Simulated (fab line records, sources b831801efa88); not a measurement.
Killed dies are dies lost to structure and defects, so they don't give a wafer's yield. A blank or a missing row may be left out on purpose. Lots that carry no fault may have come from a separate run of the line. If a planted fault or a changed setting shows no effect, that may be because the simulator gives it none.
Which tool was responsible? | flow sky130 | 18 wafers from 6 lots sampled at 3 of the route's 708 steps

== WHAT THE GAUGES READ, wafer by wafer ==
SKY_NWELL_TW_MEAS_15.
lot  | measured    | on            | NWELL_TW
L634 | day 5 03:24 | film-metro-03 | 1836 1840 1839
L636 | day 5 14:23 | film-metro-03 | 1837 1826 1831
L638 | day 6 04:13 | film-metro-02 | 1866 1841 1855
L641 | day 7 01:18 | film-metro-03 | 1847 1837 1851
L644 | day 7 14:25 | film-metro-02 | 1848 1835 1854
L654 | day 9 21:50 | film-metro-01 | 1847 1858 1850

== EACH LOT AND THE TOOL THAT RAN IT (in order: tool; ch and the chambers of the sampled wafers; start) ==
lot  | SKY_FIELD_ISO_ETCH_15             | SKY_FIELD_ISO_CMP_27
L634 | rie-diel-04 ch 2,3, day 2 17:31   | cmp-01 ch 0,1, day 2 21:34
L636 | rie-diel-03 ch 1,2, day 3 05:56   | cmp-01 ch 2,3, day 3 09:55
L638 | rie-diel-01 ch 2,3, day 3 15:02   | cmp-02 ch 0,2,3, day 3 19:41
L641 | rie-diel-04 ch 0,1,2, day 4 07:02 | cmp-01 ch 0,1,3, day 4 13:40
L644 | rie-diel-04 ch 1,3, day 4 20:22   | cmp-02 ch 0,1,3, day 5 02:33
L654 | rie-diel-03 ch 1,2, day 7 02:14   | cmp-01 ch 1,2,3, day 7 05:56
- SKY_FIELD_ISO_ETCH_15: etches the open film in CHF3/O2, stops on Si, target depth 180 nm, time 72 s.
- SKY_FIELD_ISO_CMP_27: polishes, stops on Si3N4, t overpolish 16 s, target thk 457.8 nm.

== THE ANSWER, worked out from the rows above alone ==
Rule: the usual values come from the lots themselves. The widest of any qualifying gaps counts: lots, ordered by their means at a reading, are off when they make up no more than a third of the lots, leave a main group of 4 or more, and stand apart from it by 3 or more times the standard deviation of that group's means. Not used: any main group whose means are identical at the precision the tables above print for the reading. A lot without any number at a reading at which 4 lots or more have one is off too. The other lots that the step has rows for count as sound.
Nothing can be told from this: no lot is off at any reading shown.

== WHAT WAS PUT IN BY THE SIMULATOR ==
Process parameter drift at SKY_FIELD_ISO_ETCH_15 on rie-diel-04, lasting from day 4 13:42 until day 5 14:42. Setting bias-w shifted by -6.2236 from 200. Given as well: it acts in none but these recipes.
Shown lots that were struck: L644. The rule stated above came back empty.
